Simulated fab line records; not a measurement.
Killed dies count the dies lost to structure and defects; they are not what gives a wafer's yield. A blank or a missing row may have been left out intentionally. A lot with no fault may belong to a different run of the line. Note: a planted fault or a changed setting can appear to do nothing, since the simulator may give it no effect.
Which tool is to blame? + flow gf180mcu + 36 wafers from 12 lots sampled at 5 of the route's 602 steps

WHAT THE GAUGES READ, wafer by wafer
GF_V3_THK_MEAS_25: measures by xrf.
| lot  | measured     | on            | V3_W_THK (nm) |
|------|--------------|---------------|---------------|
| L397 | day 22 10:25 | film metro-01 | 351 351 352   |
| L399 | day 23 05:56 | film metro-01 | 344 342 344   |
| L400 | day 23 22:34 | film metro-03 | 347 344 346   |
| L402 | day 23 23:41 | film metro-01 | 338 337 334   |
| L403 | day 24 15:09 | film metro-01 | 343 338 336   |
| L405 | day 25 08:54 | film metro-01 | 342 341 340   |
| L406 | day 25 16:05 | film metro-03 | 346 349 341   |
| L408 | day 26 10:45 | film metro-03 | 351 351 348   |
| L415 | day 28 08:27 | film metro-04 | 345 342 346   |
| L416 | day 28 13:49 | film metro-01 | 339 342 349   |
| L417 | day 28 22:14 | film metro-04 | 340 335 339   |
| L420 | day 29 21:17 | film metro-04 | 340 348 339   |

GF_PASSIVATION_BOW_MEAS_14.
| lot  | measured     | on            | PASSIVATION_BOW (um) |
|------|--------------|---------------|----------------------|
| L397 | day 28 23:29 | film metro-03 | 126 127 133          |
| L399 | day 29 15:27 | film metro-02 | 138 125 133          |
| L400 | day 30 08:30 | film metro-04 | 137 132 140          |
| L402 | day 30 09:04 | film metro-02 | 141 142 116          |
| L403 | day 30 20:00 | film metro-04 | 120 110 127          |
| L405 | day 31 12:37 | film metro-04 | 133 145 140          |
| L406 | day 31 18:12 | film metro-02 | 144 143 153          |
| L408 | day 32 07:49 | film metro-03 | 151 142 154          |
| L415 | day 34 02:41 | film metro-03 | 206 215 212          |
| L416 | day 34 03:08 | film metro-02 | 202 219 219          |
| L417 | day 34 07:14 | film metro-02 | 205 201 207          |
| L420 | day 35 03:37 | film metro-02 | 122 132 134          |

WHAT TOOL EACH LOT RAN ON (gives the tool, then ch and the chambers of the sampled wafers, and finally the start)
| lot  | GF_M4_SPUTTER_00             | GF_V5_ETCH_17                                 | GF_PASSIVATION_ANNEAL_13      |
|------|------------------------------|-----------------------------------------------|-------------------------------|
| L397 | pvd sputter-02, day 22 10:46 | rie diel-03 ch 0,1,3, day 28 21:58 or earlier | furnace-01 ch 0, day 28 21:58 |
| L399 | pvd sputter-04, day 23 06:18 | rie diel-04 ch 0,1,2, day 29 13:57 or earlier | furnace-01 ch 0, day 29 13:57 |
| L400 | pvd sputter-01, day 23 22:56 | rie diel-01 ch 0,3, day 30 07:00 or earlier   | furnace-01 ch 0, day 30 07:00 |
| L402 | pvd sputter-01, day 24 00:02 | rie diel-01 ch 1,2, day 30 07:31 or earlier   | furnace-02 ch 0, day 30 07:31 |
| L403 | pvd sputter-04, day 24 15:31 | rie diel-03 ch 0,2, day 30 18:30 or earlier   | furnace-02 ch 0, day 30 18:30 |
| L405 | pvd sputter-04, day 25 09:15 | rie diel-03 ch 0,1,2, day 31 11:06 or earlier | furnace-02 ch 0, day 31 11:06 |
| L406 | pvd sputter-04, day 25 16:25 | rie diel-01 ch 0,2,3, day 31 16:40 or earlier | furnace-01 ch 0, day 31 16:40 |
| L408 | pvd sputter-01, day 26 11:05 | rie diel-03 ch 0,1,2, day 32 06:16 or earlier | furnace-01 ch 0, day 32 06:16 |
| L415 | pvd sputter-02, day 28 08:48 | rie diel-03 ch 0,1,3, day 34 01:10 or earlier | furnace-02, day 34 01:10      |
| L416 | pvd sputter-04, day 28 14:10 | rie diel-03 ch 0,3, day 34 01:37 or earlier   | furnace-01, day 34 01:37      |
| L417 | pvd sputter-02, day 28 22:35 | rie diel-01 ch 0,2,3, day 34 05:44 or earlier | furnace-02, day 34 05:44      |
| L420 | pvd sputter-01, day 29 21:38 | rie diel-04 ch 0,1,3, day 35 02:05 or earlier | furnace-01 ch 0, day 35 02:05 |
- GF_M4_SPUTTER_00: material Ti, target thk 37.5 nm, time 150 s.
- GF_V5_ETCH_17: etches SiO2 in C4F8/O2/Ar, stops on TiN, target depth 855 nm.
- GF_PASSIVATION_ANNEAL_13: time 1800 s.

AS READ BY THE TOOLS THEMSELVES (means over the sampled wafers that have a number; for cases with no such wafer, the mark the record gives instead)
GF_M4_SPUTTER_00.
| lot  | tool           | cathode dc power W (W) | throttle valve pct (%) |
|------|----------------|------------------------|------------------------|
| L397 | pvd sputter-02 | 4000.3                 | 31.1                   |
| L399 | pvd sputter-04 | 3999.9                 | 31.0                   |
| L400 | pvd sputter-01 | 4000.7                 | 30.9                   |
| L402 | pvd sputter-01 | 4000.7                 | 30.5                   |
| L403 | pvd sputter-04 | 4000.6                 | 30.1                   |
| L405 | pvd sputter-04 | 4000.4                 | 31.0                   |
| L406 | pvd sputter-04 | 4000.1                 | 31.1                   |
| L408 | pvd sputter-01 | 4000.7                 | 30.8                   |
| L415 | pvd sputter-02 | 4000.2                 | 31.8                   |
| L416 | pvd sputter-04 | 4000.6                 | 30.7                   |
| L417 | pvd sputter-02 | 3999.7                 | 31.4                   |
| L420 | pvd sputter-01 | 4000.2                 | 30.5                   |

GF_V5_ETCH_17.
| lot  | tool        | chamber pressure mTorr (mTorr) | oes product au (a.u.) |
|------|-------------|--------------------------------|-----------------------|
| L397 | rie diel-03 | 40.00                          | 0.855                 |
| L399 | rie diel-04 | 40.01                          | 0.859                 |
| L400 | rie diel-01 | 40.00                          | 0.856                 |
| L402 | rie diel-01 | 39.96                          | 0.860                 |
| L403 | rie diel-03 | 40.01                          | 0.856                 |
| L405 | rie diel-03 | 40.01                          | 0.863                 |
| L406 | rie diel-01 | 40.02                          | 0.864                 |
| L408 | rie diel-03 | 40.01                          | 0.858                 |
| L415 | rie diel-03 | 40.02                          | 0.858                 |
| L416 | rie diel-03 | 39.98                          | 0.856                 |
| L417 | rie diel-01 | 39.96                          | 0.859                 |
| L420 | rie diel-04 | 39.97                          | 0.864                 |

GF_PASSIVATION_ANNEAL_13.
| lot  | tool       | ramp down c per min | ramp up c per min |
|------|------------|---------------------|-------------------|
| L397 | furnace-01 | 2.9999              | 10.000            |
| L399 | furnace-01 | 3.0001              | 9.999             |
| L400 | furnace-01 | 3.0001              | 10.001            |
| L402 | furnace-02 | 3.0004              | 9.998             |
| L403 | furnace-02 | 2.9998              | 10.000            |
| L405 | furnace-02 | 2.9998              | 10.002            |
| L406 | furnace-01 | 3.0002              | 9.999             |
| L408 | furnace-01 | 3.0002              | 10.000            |
| L415 | furnace-02 | -                   | -                 |
| L416 | furnace-01 | -                   | -                 |
| L417 | furnace-02 | -                   | -                 |
| L420 | furnace-01 | 2.9998              | 10.001            |

THE ANSWER, worked out from the rows above alone
Rule: what is usual is taken from the lots themselves. The widest of any qualifying gaps counts: lots, ordered by their means at a reading, are off when they make up no more than a third of the lots, leave a main group of 4 or more, and stand apart from it by 3 or more times the standard deviation of that group's means. If all means in a main group match to the digits the tables above print for the reading, that group is not used. Also off: a lot with no number at a reading for which 4 or more lots have one. Any other lot the step has rows for is counted as sound. After the gauges, taken in route order, come the tools' own readings; for these a lot's mean is taken, as printed above. At the first step where some lot is off, the reading lying furthest off is the one used; lots without a number count as furthest.
Off: L415, L416, L417, at GF_PASSIVATION_BOW_MEAS_14 (PASSIVATION_BOW). The main group has a mean of 135 um with a standard deviation of 8.8.
If a tool, at a process step before that reading, ran all the lots that are off and no sound lot after the first of them, it fits. The gauges at GF_PASSIVATION_BOW_MEAS_14 aren't tried: what is off there is off at GF_PASSIVATION_ANNEAL_13 too, on other tools, and a gauge's error can't cause that. GF_V5_ETCH_17 gives no start for some lots, so the hours and the order of its lots are those of GF_PASSIVATION_ANNEAL_13. Of those tried, none fits.

WHAT THE SIMULATOR HAD PUT IN
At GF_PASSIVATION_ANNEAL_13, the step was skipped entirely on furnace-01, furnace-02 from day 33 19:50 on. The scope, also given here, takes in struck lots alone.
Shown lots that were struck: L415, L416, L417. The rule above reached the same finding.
